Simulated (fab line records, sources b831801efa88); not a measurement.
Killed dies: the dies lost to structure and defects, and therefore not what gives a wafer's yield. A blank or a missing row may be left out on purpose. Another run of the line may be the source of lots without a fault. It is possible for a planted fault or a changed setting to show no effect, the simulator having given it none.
Problem report in the 8D (eight disciplines) form, filled by code -- flow gf180mcu -- the parts of the form that need people (team, actions taken, sign-off) are left out

1. WHAT IS WRONG
run length s at GF_STI_ETCH_14 reads a mean of 137.4 s on 3 wafers of 3 lots; wafers without a fault read 131.2 s with a standard deviation of 0.41. Relative to the usual mean, that is a shift of +15 standard deviations.
The step: etches Si in HBr/Cl2/O2, target depth 360 nm, time 102.9 s.
Earliest sighting: wafer L716.6 on rie si-02 at day 3 23:08. The record has a number at this step for 18 wafers belonging to 7 lots. By rule, "out" or "out of limits" means more than 4 standard deviations away from the usual mean. All remaining wafers that have a number are taken as sound.

2. WHAT IT IS, AND WHAT IT ISN'T
question,is,is not
which readings at this step,run length s,"O2_flow_sccm, chamber pressure mTorr, drypump motor current A, oes product au, throttle valve pct"
which lots,"L716, L717, L718","L707, L721, L724, L727"
which wafers of those lots,"L716.6, L717.6, L718.4","L716.3, L717.3, L718.3"
read on which tools,rie si-02,rie si-01
when,from day 3 23:08,"up to then (4 sound wafers); but 11 sound wafers of L717, L718, L721, L724, L727 came after"

3. WHAT RULES OUT EACH SUSPECT
Counting: any tool at a process step up to the reading remains a suspect provided it ran every lot that is out. Sound lots after the first of them don't rule it out here, since some wafers of a struck lot are sound.
- rie diel-03 at GF_STI_ETCH_13 (etches the open film in CHF3/O2, stops on Si, target depth 282.31 nm, time 112.9 s): kept. Ran every lot that is out, first one L716 (day 3 23:04); last sound lot up to then L707 (day 2 01:10).
- rie si-02 at GF_STI_ETCH_14 (etches Si in HBr/Cl2/O2, target depth 360 nm, time 102.9 s): kept. Ran every lot that is out, first one L716 (day 3 23:08); last sound lot up to then L707 (day 2 01:14). On those wafers its own readings are out: run length s.
The count leaves rie si-02 at GF_STI_ETCH_14 and rie diel-03 at GF_STI_ETCH_13.

4. THE CAUSE (what the simulator had put in)
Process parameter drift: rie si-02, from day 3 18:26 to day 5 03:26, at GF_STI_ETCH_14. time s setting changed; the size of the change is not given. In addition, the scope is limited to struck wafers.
Of the 2 suspects that counting leaves, this tool is one.

5. SEQUENCE OF EFFECTS, ordered by route
Each row: a reading where the mean over the struck wafers with a number is more than 3 standard deviations away from the usual. Only readings whose record carries a usual standard deviation are examined. hours: median over the lots of the time between each lot's start at the first step of this table that gives one and its start at this step. sigmas: the change, counted in usual standard deviations.
hours,step,reading,usual,on struck wafers,change,sigmas
0,GF_STI_ETCH_14,run length s,131.2 s,137.4,+6.2,+15
The process steps in it:
- GF_STI_ETCH_14: etches Si in HBr/Cl2/O2, target depth 360 nm, time 102.9 s.

6. WHAT WOULD HAVE CAUGHT IT SOONER
In this record no reading fell out of limits until day 3 23:08, 5 hours after the fault had begun at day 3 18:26.
